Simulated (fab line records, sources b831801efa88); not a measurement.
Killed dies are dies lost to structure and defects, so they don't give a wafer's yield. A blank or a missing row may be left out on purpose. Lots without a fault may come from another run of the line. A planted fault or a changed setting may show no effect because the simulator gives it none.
fab line records | flow gf180mcu
record lots=11 wafers=32 last_day=34
route steps=602 shown M5@536 V5@544 TOP_METAL@569
lots that met no fault: from a run of the same line without faults
start_h: hours from the record's first day to the start of the lot's first wafer shown | wait_h: hours since the lot's step before | " the same as in the row above | L1.1+2: a row that stands for several wafers | - no value, or no start given | * or withheld: withheld | < > ~ a bound
route shown NAME@n: a module of which the file shows steps, and the number in the route of the first | usual: mean/standard deviation of fault-free wafers | same: alike in all rows | chamber/n: place in a boat | sites: the reading at each site | _std_site: their standard deviation | _edge_site: outer sites' mean less inner sites' | radius_mm: how far each site lies from the wafer's centre | mask NAME#n: copy n | behind: the tool/chamber that last shaped the wafer | hold: why the lot was held/for how many hours/how that ended | device: the transistor (n, p or np) that didn't switch | end of line: the same wafers' tests at the end of the route | a step without rows: its recipe alone | killed: dies lost to structure and defects at the first sort, not the wafer's yield | map: a wafer's dies, x killed, . not, _ none there
set.NAME: the setting as run; set.NAME@STEP: as run at that earlier step | model.NAME: the simulator's own value behind a step, which no gauge read
steps of the route over a sample of lots; a table a step, a row a wafer
services: from which hour (start_h, from the record's first day; less than 0 if before it) a tool's chamber was out of use, for how many hours, and why
## steps
# step GF_M5_METAL_ETCH_10
# recipe chemistry=Cl2/BCl3 mask_material=KrF target_depth_nm=750.8 stop_on=SiO2 pressure_mtorr=8 icp_w=800 bias_w=140 Cl2_flow_sccm=80 bcl3_flow_sccm=40 time_s=125.1
# usual drypump_motor_current_A=5.8/0.49 mfc_cl2_sccm=79.98/0.24 oes_product_au=0.989/0.007 rf_fwd_power_W=795.5/3 throttle_valve_pct=28.231/0.011
# columns lot.wafer tool chamber start_h wait_h drypump_motor_current_A mfc_cl2_sccm oes_product_au rf_fwd_power_W rf_hours_counter_h throttle_valve_pct
L115.2 rie_metal-02 1 617.74 0.0 5.5 79.71 0.983 793.0 5 28.237
L115.3 " 0 " " 6.1 80.00 0.994 798.7 - 28.224
L115.5 " 1 " " 5.4 79.60 0.979 792.4 - 28.241
L117.4 rie_metal-02 0 626.03 0.1 6.1 80.11 0.995 797.4 - 28.212
L117.5 " 0 " " 6.1 79.67 0.994 797.4 - 28.233
L117.6 " 1 " " 5.4 80.00 0.991 792.6 - 28.237
L118.1 rie_metal-04 1 639.40 0.0 6.1 79.62 0.982 797.1 12 28.219
L118.2 " 0 " " 6.3 80.41 0.990 796.1 7 28.236
L118.6 " 0 " " 6.3 80.06 0.981 797.6 - 28.236
L119.4 rie_metal-01 0 644.00 0.0 4.9 79.82 0.994 799.0 - 28.229
L119.5 " 0 " " 4.9 79.71 0.997 792.9 - 28.234
L119.6 " 1 " " 5.9 79.95 0.991 793.9 - 28.235
L120.4 rie_metal-04 0 658.73 0.1 6.3 80.07 0.988 798.2 - 28.230
L120.5 " 1 " " 6.1 79.52 0.990 790.8 - 28.228
L120.6 " 0 " " 6.3 79.83 0.981 798.9 - 28.237
L125.1 rie_metal-04 1 694.86 0.0 6.1 80.16 0.993 789.2 0 28.213
L125.4 " 1 " " 6.1 80.00 0.994 791.5 - 28.242
L133.1 rie_metal-01 1 744.86 0.0 5.9 79.66 0.997 800.8 13 28.240
L133.4 " 0 " " 4.9 79.82 0.989 798.6 - 28.222
L133.6 " 1 " " 6.0 79.83 0.996 794.9 - 28.236
L134.1 rie_metal-04 0 745.21 0.0 6.3 80.38 0.987 800.2 12 28.241
L134.4 " 1 " " 6.1 80.17 0.996 791.4 - 28.228
L134.5 " 1 " " 6.1 80.44 0.991 793.0 - 28.215
L135.2 rie_metal-01 0 754.56 0.0 4.9 80.06 0.991 794.1 1 28.231
L135.4 " 0 " " 4.9 80.04 0.993 798.1 - 28.230
L135.5 " 0 " " 4.9 80.13 0.995 796.8 - 28.242
L136.3 rie_metal-04 0 759.85 0.1 6.3 79.91 0.986 798.0 - 28.236
L136.4 " 1 " " 6.1 79.83 0.996 794.7 - 28.224
L136.5 " 1 " " 6.1 79.62 1.004 793.6 - 28.211
L137.1 rie_metal-01 1 760.36 0.0 6.0 80.70 0.988 792.8 14 28.220
L137.2 " 0 " " 4.9 80.32 0.987 796.9 2 28.241
L137.5 " 1 " " 5.9 79.59 0.995 797.1 - 28.233
# step GF_V5_CMP_04
# recipe material=SiO2 down_force_psi=4 platen_rpm=60 pad_velocity_m_s=0.94248
# usual motor_current_A=13.3/0.8
# columns lot.wafer tool chamber start_h wait_h motor_current_A
L115.3 cmp-02 1 618.75 0.1 13.4
L115.2 " 3 " " 12.5
L115.5 " 1 " " 13.3
L117.4 cmp-02 0 627.11 0.1 14.1
L117.6 " 2 " " 14.3
L117.5 " 3 " " 12.2
L118.2 cmp-02 2 640.37 0.0 15.0
L118.1 " 1 " " 13.7
L118.6 " 3 " " 12.6
L119.4 cmp-01 3 645.02 0.1 12.9
L119.5 " 1 " " 13.6
L119.6 " 2 " " 13.7
L120.4 cmp-02 0 659.62 0.0 13.8
L120.5 " 0 " " 13.5
L120.6 " 1 " " 13.1
L125.1 cmp-02 0 696.39 0.3 14.8
L125.4 " 3 " " 12.6
L133.1 cmp-02 2 749.77 4.0 14.8
L133.4 " 0 " " 14.1
L133.6 " 2 " " 13.9
L134.4 cmp-02 2 750.42 4.3 14.0
L134.1 " 3 " " 13.1
L134.5 " 1 " " 12.3
L135.4 cmp-01 1 755.79 0.1 13.2
L135.2 " 3 " " 12.8
L135.5 " 2 " " 14.0
L136.4 cmp-02 0 760.74 0.0 13.6
L136.3 " 2 " " 13.8
L136.5 " 1 " " 13.2
L137.1 cmp-01 3 762.23 1.0 12.9
L137.2 " 2 " " 13.6
L137.5 " 3 " " 12.0
# step GF_V5_ETCH_16
# recipe chemistry=N2/H2 target_depth_a=withheld overetch_a=withheld time_s=withheld target=BARC ion_energy_ev=200 source_w=500 bias_w=100 pressure_mtorr=30 n2_flow_sccm=100 h2_flow_sccm=200
# usual drypump_motor_current_A=5.7/0.33 oes_product_au=0.854/0.0052 rf_fwd_power_W=495.7/1.7 throttle_valve_pct=13.224/0.0088
# columns lot.wafer tool chamber start_h wait_h drypump_motor_current_A oes_product_au rf_fwd_power_W throttle_valve_pct
L115.2 rie_diel-03 1 640.07 0.0 6.2 0.842 494.6 13.224
L115.3 " 0 " " 5.8 0.852 498.0 13.221
L115.5 " 0 " " 5.7 0.843 498.1 13.230
L117.4 rie_diel-04 2 647.47 0.0 5.7 0.856 494.1 13.233
L117.5 " 1 " " 5.4 0.855 496.9 13.229
L117.6 " 0 " " 5.3 0.854 494.3 13.228
L118.1 rie_diel-04 3 660.03 0.0 5.9 0.857 497.1 13.230
L118.2 " 2 " " 5.7 0.851 495.5 13.232
L118.6 " 1 " " 5.3 0.855 498.2 13.224
L119.4 rie_diel-02 3 664.83 0.0 5.9 0.860 498.2 13.224
L119.5 " 0 " " 5.5 0.855 492.0 13.224
L119.6 " 3 " " 5.9 0.856 496.8 13.218
L120.4 rie_diel-04 2 679.28 0.0 5.7 0.852 496.2 13.235
L120.5 " 3 " " 5.9 0.848 494.5 13.220
L120.6 " 2 " " 5.7 0.849 497.1 13.217
L125.1 rie_diel-02 2 715.13 0.0 5.8 0.858 494.5 13.232
L125.4 " 1 " " 5.2 0.856 495.7 13.226
L133.1 rie_diel-04 3 766.23 0.0 5.9 0.846 494.2 13.207
L133.4 " 2 " " 5.7 0.858 496.8 13.243
L133.6 " 2 " " 5.7 0.856 494.8 13.216
L134.1 rie_diel-02 2 766.56 0.0 5.8 0.857 495.8 13.240
L134.4 " 3 " " 5.9 0.853 495.1 13.223
L134.5 " 0 " " 5.4 0.856 493.1 13.215
L135.2 rie_diel-02 1 772.53 0.0 5.1 0.849 493.9 13.233
L135.4 " 3 " " 5.9 0.851 495.0 13.224
L135.5 " 3 " " 5.9 0.859 499.0 13.237
L136.3 rie_diel-04 0 776.53 0.0 5.2 0.862 492.7 13.220
L136.4 " 1 " " 5.3 0.859 496.9 13.228
L136.5 " 2 " " 5.7 0.852 495.0 13.219
L137.1 rie_diel-03 3 777.96 0.0 5.4 0.847 494.7 13.225
L137.2 " 0 " " 5.8 0.853 495.8 13.220
L137.5 " 3 " " 5.4 0.850 496.3 13.227
# step GF_V5_ETCH_17
# recipe chemistry=C4F8/O2/Ar mask_material=KrF target=SiO2 stop_on=TiN source_w=1500 bias_w=1200 pressure_mtorr=40 c4f8_flow_sccm=withheld O2_flow_sccm=6 Ar_flow_sccm=300 time_s=withheld target_depth_a=8550
# usual oes_product_au=0.860/0.0046 rf_fwd_power_W=1496/4.5
# columns lot.wafer tool chamber start_h wait_h oes_product_au rf_fwd_power_W
L115.2 rie_diel-03 1 - - 0.864 1499
L115.3 " 0 " " 0.854 1495
L115.5 " 0 " " 0.862 1497
L117.4 rie_diel-04 2 - - 0.862 1500
L117.5 " 1 " " 0.862 1495
L117.6 " 0 " " 0.858 1496
L118.1 rie_diel-04 3 - - 0.862 1499
L118.2 " 2 " " 0.858 1492
L118.6 " 1 " " 0.862 1498
L119.4 rie_diel-02 3 - - 0.857 1499
L119.5 " 0 " " 0.855 1492
L119.6 " 3 " " 0.861 1497
L120.4 rie_diel-04 2 - - 0.858 1488
L120.5 " 3 " " 0.859 1502
L120.6 " 2 " " 0.857 1493
L125.1 rie_diel-02 2 - - 0.758 1496
L125.4 " 1 " " 0.758 1492
L133.1 rie_diel-04 3 - - 0.860 1495
L133.4 " 2 " " 0.862 1497
L133.6 " 2 " " 0.857 1495
L134.1 rie_diel-02 2 - - 0.867 1497
L134.4 " 3 " " 0.856 1493
L134.5 " 0 " " 0.855 1487
L135.2 rie_diel-02 1 - - 0.864 1497
L135.4 " 3 " " 0.858 1505
L135.5 " 3 " " 0.853 1502
L136.3 rie_diel-04 0 - - 0.861 1498
L136.4 " 1 " " 0.863 1490
L136.5 " 2 " " 0.859 1498
L137.1 rie_diel-03 3 - - 0.863 1490
L137.2 " 0 " " 0.859 1504
L137.5 " 3 " " 0.859 1494
# step GF_TOP_METAL_SPUTTER_02
# recipe material=AlCu target_thk_nm=900 power_w=10600 chamber_pressure_pa=0.3 substrate_temp_c=250 gas=Ar time_s=47.82
# usual throttle_valve_pct=30.2/1.1
# columns lot.wafer tool chamber start_h wait_h throttle_valve_pct
L115.2 pvd_sputter-02 - 641.75 0.0 30.7
L115.3 " - " " 28.9
L115.5 " - " " 29.0
L117.4 pvd_sputter-01 - 649.14 0.0 30.9
L117.5 " - " " 31.4
L117.6 " - " " 28.9
L118.1 pvd_sputter-03 - 661.63 0.0 31.3
L118.2 " - " " 30.5
L118.6 " - " " 31.3
L119.4 pvd_sputter-02 - 666.35 0.0 29.2
L119.5 " - " " 29.0
L119.6 " - " " 30.8
L120.4 pvd_sputter-02 - 680.88 0.0 30.5
L120.5 " - " " 28.8
L120.6 " - " " 31.0
L125.1 pvd_sputter-02 - 716.96 0.0 30.8
L125.4 " - " " 29.1
L133.1 pvd_sputter-03 - 767.73 0.0 28.7
L133.4 " - " " 30.6
L133.6 " - " " 30.5
L134.1 pvd_sputter-03 - 768.07 0.0 30.2
L134.4 " - " " 28.6
L134.5 " - " " 29.0
L135.2 pvd_sputter-02 - 774.17 0.0 30.7
L135.4 " - " " 28.9
L135.5 " - " " 29.0
L136.3 pvd_sputter-03 - 778.07 0.0 31.0
L136.4 " - " " 30.6
L136.5 " - " " 28.7
L137.1 pvd_sputter-02 - 779.59 0.0 31.0
L137.2 " - " " 28.8
L137.5 " - " " 30.4
## services
# columns tool chamber start_h hours kind
rie_metal-04 - 595.53 2.8 pm
rie_diel-04 2 596.95 3.9 repair
cmp-02 - 609.13 4.4 repair
cmp-02 - 612.42 1.9 repair
cmp-01 - 625.43 2.0 repair
cmp-02 - 627.82 0.2 repair
cmp-02 - 631.86 1.9 repair
pvd_sputter-02 - 634.24 4.5 repair
cmp-01 - 637.40 1.0 repair
rie_diel-03 3 638.86 11.6 repair
rie_diel-03 1 661.34 12.5 repair
cmp-02 - 661.89 4.4 repair
rie_diel-02 0 667.24 12.0 repair
rie_diel-03 - 678.73 14.6 pm
cmp-01 - 688.13 65.2 repair
rie_diel-02 0 701.75 8.1 repair
rie_diel-02 2 703.34 10.7 repair
pvd_sputter-03 - 710.06 2.3 repair
rie_diel-02 0 733.51 15.4 repair
cmp-01 - 740.90 0.6 repair
rie_diel-04 1 741.50 8.8 repair
cmp-02 - 744.27 4.0 pm
rie_diel-03 1 755.73 6.9 repair
cmp-02 - 761.13 3.2 repair
## key
first_sign step=GF_V5_ETCH_17 reading=oes_product_au direction=down sigmas=22 usual=0.860 struck=0.758
effect none on later readings
met_at GF_V5_CMP_04
struck_lots L125
struck_wafers L125.1,L125.4
not_acting_at GF_M5_METAL_ETCH_10,GF_V5_ETCH_16,GF_TOP_METAL_SPUTTER_02
onset_between 659.62 696.39
fault kind=process_parameter_drift tool=cmp-02 chamber=- onset_h=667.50 steps=GF_V5_CMP_04 channel=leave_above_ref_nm offset=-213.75 shape=step end_h=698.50 scope=struck_wafers_only acts_in=these_recipes_only stated=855
